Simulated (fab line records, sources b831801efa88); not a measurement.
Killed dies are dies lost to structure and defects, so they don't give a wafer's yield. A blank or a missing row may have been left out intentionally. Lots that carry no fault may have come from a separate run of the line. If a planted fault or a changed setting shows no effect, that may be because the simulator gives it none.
Split-lot study / flow sfq line / 5 lots, 23 wafers read, on a route of 325 steps

== ABOUT THE SPLIT ==
At SFQ_TRILAYER_I0_CMP_CMP_028 (polishes SiO2), the setting leave above ref nm was moved away from the recipe's 200 nm on 10 of the 23 wafers read, by -6.5% to +6.0%. All remaining wafers had this setting at the recipe value.

== FROM THE SPLIT TO THE READING: what the file shows between them, 4 steps ==
- SFQ_TRILAYER_I0_METRO_MEASURE_029
- SFQ_TRILAYER_I0_VIA_LITHO_PEB_034: peb time 60 s (also split here: peb time s)
- SFQ_TRILAYER_I0_VIA_LITHO_DEVELOP_033: time 60 s
- SFQ_TRILAYER_I0_VIA_BARC_OPEN_VIA_ETCH_046: etches BARC in O2, target depth 125 nm, time 41.7 s

== THE READING ==
oes product au, in a.u., at SFQ_TRILAYER_I0_VIA_ETCH_VIA_ETCH_034 (etches SiO2 in CHF3, stops on Nb, target depth 260 nm). Fault-free wafers of this fab line usually give 0.854 a.u., standard deviation 0.0055 a.u.

wafer=L074.1; tool, chamber at the split=cmp-01, 2; leave above ref nm as run, nm=187.1; against the recipe=-6.5%; oes product au, a.u.=0.825; against lot-mates on the recipe=-0.026
wafer=L074.2; tool, chamber at the split=cmp-01, 0; leave above ref nm as run, nm=187.1; against the recipe=-6.5%; oes product au, a.u.=0.824; against lot-mates on the recipe=-0.027
wafer=L074.3; tool, chamber at the split=cmp-01, 1; leave above ref nm as run, nm=200; against the recipe=recipe; oes product au, a.u.=0.842; against lot-mates on the recipe=-
wafer=L074.4; tool, chamber at the split=cmp-01, 3; leave above ref nm as run, nm=187.1; against the recipe=-6.5%; oes product au, a.u.=0.830; against lot-mates on the recipe=-0.021
wafer=L074.6; tool, chamber at the split=cmp-01, 3; leave above ref nm as run, nm=200; against the recipe=recipe; oes product au, a.u.=0.860; against lot-mates on the recipe=-
wafer=L076.1; tool, chamber at the split=cmp-01, 3; leave above ref nm as run, nm=200; against the recipe=recipe; oes product au, a.u.=0.857; against lot-mates on the recipe=-
wafer=L076.2; tool, chamber at the split=cmp-01, 2; leave above ref nm as run, nm=196.2; against the recipe=-1.9%; oes product au, a.u.=0.836; against lot-mates on the recipe=-0.017
wafer=L076.3; tool, chamber at the split=cmp-01, 1; leave above ref nm as run, nm=196.2; against the recipe=-1.9%; oes product au, a.u.=0.841; against lot-mates on the recipe=-0.012
wafer=L076.5; tool, chamber at the split=cmp-01, 1; leave above ref nm as run, nm=200; against the recipe=recipe; oes product au, a.u.=0.850; against lot-mates on the recipe=-
wafer=L076.6; tool, chamber at the split=cmp-01, 0; leave above ref nm as run, nm=196.2; against the recipe=-1.9%; oes product au, a.u.=0.846; against lot-mates on the recipe=-0.007
wafer=L080.1; tool, chamber at the split=cmp-02, 3; leave above ref nm as run, nm=210.5; against the recipe=+5.2%; oes product au, a.u.=0.875; against lot-mates on the recipe=+0.016
wafer=L080.2; tool, chamber at the split=cmp-02, 1; leave above ref nm as run, nm=210.5; against the recipe=+5.2%; oes product au, a.u.=0.871; against lot-mates on the recipe=+0.012
wafer=L080.3; tool, chamber at the split=cmp-02, 2; leave above ref nm as run, nm=200; against the recipe=recipe; oes product au, a.u.=0.858; against lot-mates on the recipe=-
wafer=L080.4; tool, chamber at the split=cmp-02, 0; leave above ref nm as run, nm=200; against the recipe=recipe; oes product au, a.u.=0.864; against lot-mates on the recipe=-
wafer=L080.5; tool, chamber at the split=cmp-02, 0; leave above ref nm as run, nm=200; against the recipe=recipe; oes product au, a.u.=0.855; against lot-mates on the recipe=-
wafer=L081.1; tool, chamber at the split=cmp-01, 0; leave above ref nm as run, nm=212.1; against the recipe=+6.0%; oes product au, a.u.=0.880; against lot-mates on the recipe=+0.028
wafer=L081.2; tool, chamber at the split=cmp-01, 2; leave above ref nm as run, nm=200; against the recipe=recipe; oes product au, a.u.=0.854; against lot-mates on the recipe=-
wafer=L081.4; tool, chamber at the split=cmp-01, 1; leave above ref nm as run, nm=200; against the recipe=recipe; oes product au, a.u.=0.844; against lot-mates on the recipe=-
wafer=L081.5; tool, chamber at the split=cmp-01, 1; leave above ref nm as run, nm=200; against the recipe=recipe; oes product au, a.u.=0.857; against lot-mates on the recipe=-
wafer=L081.6; tool, chamber at the split=cmp-01, 0; leave above ref nm as run, nm=212.1; against the recipe=+6.0%; oes product au, a.u.=0.887; against lot-mates on the recipe=+0.035
wafer=L082.1; tool, chamber at the split=cmp-02, 0; leave above ref nm as run, nm=200; against the recipe=recipe; oes product au, a.u.=0.850; against lot-mates on the recipe=-
wafer=L082.2; tool, chamber at the split=cmp-02, 3; leave above ref nm as run, nm=200; against the recipe=recipe; oes product au, a.u.=0.859; against lot-mates on the recipe=-
wafer=L082.4; tool, chamber at the split=cmp-02, 2; leave above ref nm as run, nm=200; against the recipe=recipe; oes product au, a.u.=0.858; against lot-mates on the recipe=-

FIT RESULTS
A straight line over all 23 wafers: oes product au changes by +0.00441 a.u. for each +1% of leave above ref nm; r = +0.94; the points scatter about the line by 0.0058 a.u.
The same after taking each lot's own level away (the mean of its wafers on the recipe; 23 wafers): +0.00409 a.u. for each +1%; r = +0.92; scatter 0.006 a.u.
Per that fit: largest leave above ref nm move, reading shift of 0.026 a.u.
Across the lots, their own levels run from 0.8510 to 0.8590 a.u., a range of 1.5 times the standard deviation given above.
So the lot-to-lot level changes the slope little: the two slopes agree.
Check: with one of the wafers moved furthest among these (-6.5%) left out of the fit, the line predicts -0.027 a.u. for it against its lot-mates. Against them it came out at -0.026 a.u.

== THE OTHER SPLITS THESE WAFERS WENT THROUGH ==
These wafers also went through other splits before the reading. Each is held against what the fit with the lots' levels taken away leaves over:
other split on the same wafers=SFQ_TRILAYER_L0_DEP_SPUTTER_003 time s; wafers away from the commonest value=7; r with oes product au (lot level and that fit taken away)=+0.33
other split on the same wafers=SFQ_TRILAYER_L0_ETCH_METAL_ETCH_008 bias w; wafers away from the commonest value=8; r with oes product au (lot level and that fit taken away)=-0.37
other split on the same wafers=SFQ_TRILAYER_L0_VIA_LITHO_COAT_018 resist thk nm; wafers away from the commonest value=8; r with oes product au (lot level and that fit taken away)=+0.20
other split on the same wafers=SFQ_TRILAYER_L0_VIA_LITHO_PEB_016 peb temp c; wafers away from the commonest value=8; r with oes product au (lot level and that fit taken away)=-0.12
other split on the same wafers=SFQ_TRILAYER_M0_DEP_SPUTTER_019 time s; wafers away from the commonest value=5; r with oes product au (lot level and that fit taken away)=+0.18
other split on the same wafers=SFQ_TRILAYER_M0_ETCH_METAL_ETCH_024 bias w; wafers away from the commonest value=8; r with oes product au (lot level and that fit taken away)=-0.05
other split on the same wafers=SFQ_TRILAYER_I0_VIA_LITHO_PEB_034 peb time s; wafers away from the commonest value=3; r with oes product au (lot level and that fit taken away)=+0.20

== THE WHOLE CHAIN: every reading that the file lists as answering this split, in the file's order ==
step=SFQ_TRILAYER_I0_CMP_CMP_028; what it does=polishes SiO2; reading=SiO2_of_TRILAYER_I0_DEP_PECVD_027.thk nm (the simulator's own value, which no gauge read); change (the file's fit)=+1.99 nm for each +1% of the setting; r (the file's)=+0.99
step=SFQ_TRILAYER_I0_METRO_MEASURE_029; what it does=; reading=thk nm; change (the file's fit)=+1.99 nm for each +1% of the setting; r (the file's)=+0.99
step=SFQ_TRILAYER_I0_VIA_ETCH_VIA_ETCH_034; what it does=etches SiO2 in CHF3, stops on Nb, target depth 260 nm; reading=oes product au; change (the file's fit)=+0.00412 a.u. for each +1% of the setting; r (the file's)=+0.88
step=SFQ_TRILAYER_I0_VIA_ETCH_VIA_ETCH_034; what it does=etches SiO2 in CHF3, stops on Nb, target depth 260 nm; reading=I0.feature depth nm (the simulator's own value, which no gauge read); change (the file's fit)=+1.99 nm for each +1% of the setting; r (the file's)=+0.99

== FILE'S OWN FIT ==
oes product au changes by +0.00412 a.u. for each +1% of leave above ref nm, r = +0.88.
